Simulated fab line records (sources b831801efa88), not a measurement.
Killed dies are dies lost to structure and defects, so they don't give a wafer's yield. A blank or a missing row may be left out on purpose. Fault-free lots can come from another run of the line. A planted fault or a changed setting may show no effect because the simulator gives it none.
Matching of chambers ; flow gf180mcu ; GF_V1_CMP_04 on cmp-02 has 4 sister chambers
The step polishes SiO2. 14 wafers are shown with their chamber, then 7 later ones without.

EACH WAFER AND ITS CHAMBER
wafer;chamber;motor_current_A (A);time_to_endpoint_s (s);platen_rpm (rpm)
L885.2;0;12.6;80;60.04
L885.5;1;11.4;90;60.03
L885.6;0;12.7;84;60.09
L890.1;2;11.4;85;59.94
L890.2;0;11.4;88;59.99
L890.5;3;11.5;89;60.01
L891.4;1;10.8;81;60.06
L891.5;3;11.8;90;60.03
L891.6;0;12.6;89;59.98
L892.1;3;11.7;87;60.02
L892.3;2;11.9;82;60.00
L892.4;1;11.3;84;59.99
L895.4;3;11.9;93;60.04
L895.5;1;11.4;84;60.01

SIGNATURES (averages over the wafers above)
reading;chamber 0;chamber 1;chamber 2;chamber 3;scatter within a chamber
motor_current_A;12.325;11.225;11.650;11.725;0.401
time_to_endpoint_s;85.25;84.75;83.50;89.75;3.42
platen_rpm;60.0250;60.0225;59.9700;60.0250;0.0356
Rule: for a wafer and a chamber, the distance is found by dividing, reading by reading, the gap between the wafer's reading and the chamber's mean by the reading's scatter, squaring, summing and taking the root. If the next closest chamber is less than 2 further off than the closest, the wafer can't be placed; otherwise it belongs to the closest. How the scatter is found: for the shown wafers, subtract from each reading the mean of its chamber, square and add these, divide the total by (wafers less chambers), then take the root.

WAFERS MISSING THEIR CHAMBER
wafer;motor_current_A (A);time_to_endpoint_s (s);platen_rpm (rpm)
L895.6;11.0;86;59.98
L899.1;12.4;88;59.99
L899.2;11.1;80;60.06
L899.4;11.5;94;59.96
L902.1;12.9;80;60.03
L902.2;11.4;79;59.96
L902.3;11.8;79;60.07

THE CHAMBER EACH PASSED THROUGH
wafer;from the rows above;in truth
L895.6;can't be placed: 1 or 2 or 3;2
L899.1;can't be placed: 0 or 3 or 2 or 1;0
L899.2;can't be placed: 1 or 2 or 3 or 0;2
L899.4;can't be placed: 3 or 2 or 1 or 0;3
L902.1;can't be placed: 0 or 2 or 3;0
L902.2;can't be placed: 2 or 1 or 0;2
L902.3;can't be placed: 0 or 1 or 2 or 3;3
Correctly placed: 0 of 7. Not placeable from these rows: 7 (in 7, the candidates include the true chamber). Placed wrongly: 0.
